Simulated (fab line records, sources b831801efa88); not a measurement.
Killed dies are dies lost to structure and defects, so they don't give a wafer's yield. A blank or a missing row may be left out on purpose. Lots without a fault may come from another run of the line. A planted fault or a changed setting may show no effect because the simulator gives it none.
A struck lot beside a sound one | flow sky130 | 29 steps out of a route of 708
Sound: wafers L807.1, L807.4, L807.5. Struck: wafers L814.2, L814.4, L814.5. The cause comes at the end.
At each step with rows: each side's tool, then ch and its chambers, then its first start. Under that, the readings that differ: sound wafers | struck wafers | difference of the means | sigmas: that difference in standard deviations of wafers without a fault.
alike: readings whose means differ by less than 2 such deviations, and words and numbers that are the same on both sides. not compared: withheld readings, readings that some wafer has no value for, bounds like >300 that may hide the same value, and numbers for which the record gives no deviation and whose values overlap.
The two part at a step that has a row with sigmas, a row that says differs or no value, or rows on one side only. Numbers that don't overlap but have no deviation are shown without sigmas and don't part them. A reading that every wafer of one side lacks parts them only if that side has two wafers or more.

first, 3 steps without rows for these wafers: SKY_METAL1_EXPOSE_12 (exposes mask MM1, target cd 140 nm); SKY_METAL1_PEB_13; SKY_METAL1_DEVELOP_14 (develop time 60 s).
SKY_METAL1_CD_MEAS_15: target cd 140 nm.
  sound on cd_sem-01, day 33 01:49; struck on cd_sem-01, day 35 22:58
  alike: cd_nm
SKY_METAL1_OVL_MEAS_16:
  sound on overlay-02, day 33 01:56; struck on overlay-02, day 35 23:04
  alike: METAL1_OVL
SKY_METAL1_DESCUM_17: chemistry O2, time 8 s.
  sound on rie_metal-01 ch 0, day 33 01:58; struck on rie_metal-01 ch 0,1, day 35 23:05
  alike: drypump_motor_current_A, he_backside_leak_sccm, oes_product_au
  not compared: rf_hours_counter_h
SKY_METAL1_ETCH_18: etches BARC in N2/H2, stops on SiO2, time 45.9 s, target depth 60 nm.
  sound on rie_metal-01 ch 0, day 33 02:00; struck on rie_metal-01 ch 0,1, day 35 23:08
  alike: drypump_motor_current_A, he_backside_leak_sccm, oes_product_au, throttle_valve_pct
  not compared: rf_hours_counter_h
then, 1 step without rows for these wafers: SKY_METAL1_METAL_ETCH_19 (etches the open film in Cl2/BCl3, stops on SiO2, target depth 360 nm, time 78 s).
SKY_METAL1_STRIP_20: strips in O2/N2.
  sound on plasma_asher-01 ch 1, day 33 02:09; struck on plasma_asher-01 ch 0,1, day 35 23:17
  alike: drypump_motor_current_A, oes_product_au, strip_time_to_endpoint_s
  not compared: rf_hours_counter_h
then, 3 steps without rows for these wafers: SKY_METAL1_STRIP_21 (strips in post etch residue remover, time 1200 s); SKY_METAL1_CLEAN_22 (cleans in IPA, time 180 s); SKY_METAL1_CLEAN_23 (cleans in O3/DIW).
SKY_VIA1_HDPCVD_00: deposits SiO2, target thk 1030 nm, time 171.7 s.
  sound on hdpcvd-01 ch 0,1, day 33 02:44; struck on hdpcvd-01 ch 0,1,2, day 35 23:53
  alike: pressure_mtorr, sih4_flow_sccm
SKY_VIA1_THK_MEAS_01:
  sound on film_metro-01, day 33 02:52; struck on film_metro-02, day 36 00:00
  reading              | sound          | struck      | difference | sigmas
  VIA1_HDPCVD_THK (nm) | 1036 1030 1039 | 863 859 876 | -169       | -17
SKY_VIA1_CMP_02: polishes SiO2.
  sound on cmp-02 ch 2,3, day 33 02:55; struck on cmp-01 ch 0,1, day 36 00:06
  alike: motor_current_A
SKY_VIA1_BOW_MEAS_03:
  sound on film_metro-01, day 33 03:13; struck on film_metro-04, day 36 00:22
  alike: VIA1_BOW
then, 8 steps without rows for these wafers: SKY_VIA1_DEHYDRATE_04 (time 60 s); SKY_VIA1_HMDS_05 (prime time 60 s); SKY_VIA1_COAT_06 (resist thk 60 nm); SKY_VIA1_COAT_07 (resist thk 450 nm); SKY_VIA1_SOFTBAKE_08 (time 90 s); SKY_VIA1_EXPOSE_09 (exposes mask VIM, target cd 150 nm); SKY_VIA1_PEB_10; SKY_VIA1_DEVELOP_11 (develop time 60 s).
SKY_VIA1_CD_MEAS_12: target cd 150 nm.
  sound on cd_sem-01, day 34 06:19; struck on cd_sem-02, day 37 02:05
  alike: cd_nm
SKY_VIA1_OVL_MEAS_13:
  sound on overlay-02, day 34 06:26; struck on overlay-02, day 37 02:11
  alike: VIA1_OVL
then, 1 step without rows for these wafers: SKY_VIA1_ETCH_14 (etches BARC in N2/H2, stops on SiO2, time 45.9 s, target depth 60 nm).
SKY_VIA1_ETCH_15: etches SiO2 in C4F8/O2/Ar, stops on TiN, target depth 351 nm, time 54 s.
  sound on rie_diel-03 ch 0,2,3, day 34 06:31; struck on rie_diel-02 ch 0,3, day 37 02:16
  reading               | sound             | struck            | difference | sigmas
  oes_product_au (a.u.) | 0.983 0.967 0.972 | 0.743 0.734 0.739 | -0.235     | -45
  not compared: rf_hours_counter_h
SKY_VIA1_STRIP_16: strips in O2/N2.
  sound on plasma_asher-02 ch 0,1, day 34 06:34; struck on plasma_asher-01 ch 0,1, day 37 02:19
  alike: drypump_motor_current_A, oes_product_au, strip_time_to_endpoint_s
  not compared: rf_hours_counter_h

WHERE THEY PART
First at SKY_VIA1_THK_MEAS_01; last, within this record, at SKY_VIA1_ETCH_15. Later steps at which nothing parts them and some readings are alike: SKY_VIA1_STRIP_16.

WHY: what the simulator had put in
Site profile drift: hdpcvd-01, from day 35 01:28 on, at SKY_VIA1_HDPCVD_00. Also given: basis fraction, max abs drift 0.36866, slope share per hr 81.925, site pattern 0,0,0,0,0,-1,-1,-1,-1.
